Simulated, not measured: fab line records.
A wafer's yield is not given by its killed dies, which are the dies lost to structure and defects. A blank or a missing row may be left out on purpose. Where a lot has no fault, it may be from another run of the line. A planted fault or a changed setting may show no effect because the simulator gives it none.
2 desks looking at one fault	flow gf180mcu	only its own numbers are on each desk; what lay behind them is given at the end

== METROLOGY DESK ==
Lot by lot, what the gauges showed, no matter which tool ran the lot: averages of those sampled wafers that carry a number. Any lot whose mean is over 4 standard deviations away from the usual mean is out of limits and marked OUT; that distance is given in the brackets.
Columns: A = DNWELL_TW at GF_DNWELL_TW_MEAS_09, usual 1355; B = VT_IMPLANT_2_TW at GF_VT_IMPLANT_TW_MEAS_21, usual 1221
lot	first seen here	A	B
L605	day 2 19:04	1355	1224
L606	day 2 23:52	1353	1216
L607	day 3 04:36	1368	1220
L608	day 3 10:42	1379	1231
L614	day 4 20:49	1359	1154 (-8.1) OUT
L615	day 5 01:07	1342	1211
L618	day 5 16:35	1350	1148 (-8.9) OUT
L619	day 5 21:05	1357	1210
L620	day 6 02:35	1359	1223
L623	day 6 19:29	1374	1208
L624	day 7 01:46	1370	1233
L625	day 7 07:34	1349	1214
L628	day 7 22:54	1347	1211
This desk reports L614, L618 out of limits; the earliest was L614 at day 8 18:05 (VT_IMPLANT_2_TW at GF_VT_IMPLANT_TW_MEAS_21). In limits: L605, L606, L607, L608, L615, L619, L620, L623, L624, L625, L628.

== TOOL OWNER'S DESK, implanter-02 ==
The tool's own readings at GF_VT_IMPLANT_IMPLANT_19, given as means over the sampled wafers that have a number, one for each lot that went through this tool. Any lot whose mean is over 4 standard deviations away from the usual mean is out of limits and marked OUT; that distance is given in the brackets.
Columns: A = dose ions cm2 at GF_VT_IMPLANT_IMPLANT_19, usual 4.35e+12; B = faraday current uA at GF_VT_IMPLANT_IMPLANT_19, usual 24.5
lot	first seen here	A	B
L607	day 6 18:23	4.35e+12	24.3
L614	day 8 17:52	3.56e+12 (-99 or more) OUT	20.4 (-7.5) OUT
L618	day 9 18:58	3.55e+12 (-99 or more) OUT	20.5 (-7.5) OUT
L628	day 12 09:51	4.35e+12	24.7
This desk's finding: out of limits on L614, L618; first on L614, day 8 17:52 (dose ions cm2 at GF_VT_IMPLANT_IMPLANT_19). In limits: L607, L628.

== PUT TOGETHER ==
The tool owner's desk had the chance to raise an alarm at day 8 17:52 on L614, L618.
Metrology desk: alarm possible at day 8 18:05 on L614, L618.
Of the lots named, all ran GF_VT_IMPLANT_IMPLANT_19 on implanter-02.

== WHAT THE SIMULATOR HAD INSERTED ==
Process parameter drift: implanter-02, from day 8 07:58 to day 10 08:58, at GF_VT_IMPLANT_IMPLANT_19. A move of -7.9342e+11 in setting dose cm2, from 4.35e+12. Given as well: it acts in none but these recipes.
Shown lots that were struck: L614, L618.
Delay (hours) between the fault's onset and each desk's first out-of-limits reading: 10 at the tool owner's desk, 10 at the metrology desk.
